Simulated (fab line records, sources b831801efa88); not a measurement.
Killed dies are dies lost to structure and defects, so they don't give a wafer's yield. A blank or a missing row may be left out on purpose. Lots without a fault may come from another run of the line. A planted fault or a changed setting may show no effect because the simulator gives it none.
Which tool did it? | flow gf180mcu | 6 lots, 18 wafers sampled, at 3 steps of a route of 602

WHAT THE GAUGES READ, wafer by wafer
GF_HV_LDD_TW_MEAS_11.
lot  | measured     | on            | HV_LDD_TW
L656 | day 11 04:44 | film_metro-01 | 2415 2405 2404
L659 | day 12 00:07 | film_metro-02 | 2431 2428 2456
L662 | day 12 22:14 | film_metro-02 | 2434 2442 2436
L664 | day 13 14:07 | film_metro-04 | 1750 1740 1737
L674 | day 16 12:35 | film_metro-01 | 2437 2427 2431
L676 | day 17 12:29 | film_metro-01 | 2430 2418 2415

WHICH TOOL RAN EACH LOT (tool, then ch and the chambers of the sampled wafers, then the start)
lot  | GF_VT_IMPLANT_STRIP_31               | GF_HV_LDD_IMPLANT_09
L656 | plasma_asher-02 ch 0,1, day 7 19:29  | implanter-01 ch 0, day 11 04:29
L659 | plasma_asher-02 ch 0,1, day 8 15:06  | implanter-03 ch 0, day 11 23:52
L662 | plasma_asher-02 ch 0,1, day 9 11:02  | implanter-01 ch 0, day 12 22:01
L664 | plasma_asher-03 ch 0,1, day 9 21:26  | implanter-01 ch 0, day 13 13:54
L674 | plasma_asher-02 ch 0,1, day 12 16:57 | implanter-03 ch 0, day 16 12:21
L676 | plasma_asher-02 ch 0,1, day 13 09:25 | implanter-01 ch 0, day 17 12:16
- GF_VT_IMPLANT_STRIP_31: strips in O2/N2.
- GF_HV_LDD_IMPLANT_09

THE ANSWER, worked out from the rows above alone
Rule: what is usual is taken from the lots themselves. Put in order of their means at a reading, lots are off if they are a third of the lots or fewer, leave a main group of 4 or more, and stand apart from it by a gap of 3 or more times the standard deviation of the main group's means; of several such gaps the widest counts. A main group whose means are all the same, to the digits that the tables above print for the reading, isn't used. A lot without any number at a reading at which 4 lots or more have one is off too. The other lots that the step has rows for count as sound.
Off: L664, at GF_HV_LDD_TW_MEAS_11 (HV_LDD_TW). The main group: mean 2427, standard deviation 11.
A tool fits if, at a process step before that reading, it ran every lot that is off, and no sound lot after the first of them. The gauges at GF_HV_LDD_TW_MEAS_11 are tried like those tools. Can't be told from this: 2 tools fit, plasma_asher-03 at GF_VT_IMPLANT_STRIP_31, film_metro-04 at GF_HV_LDD_TW_MEAS_11.

WHAT THE SIMULATOR HAD PUT IN
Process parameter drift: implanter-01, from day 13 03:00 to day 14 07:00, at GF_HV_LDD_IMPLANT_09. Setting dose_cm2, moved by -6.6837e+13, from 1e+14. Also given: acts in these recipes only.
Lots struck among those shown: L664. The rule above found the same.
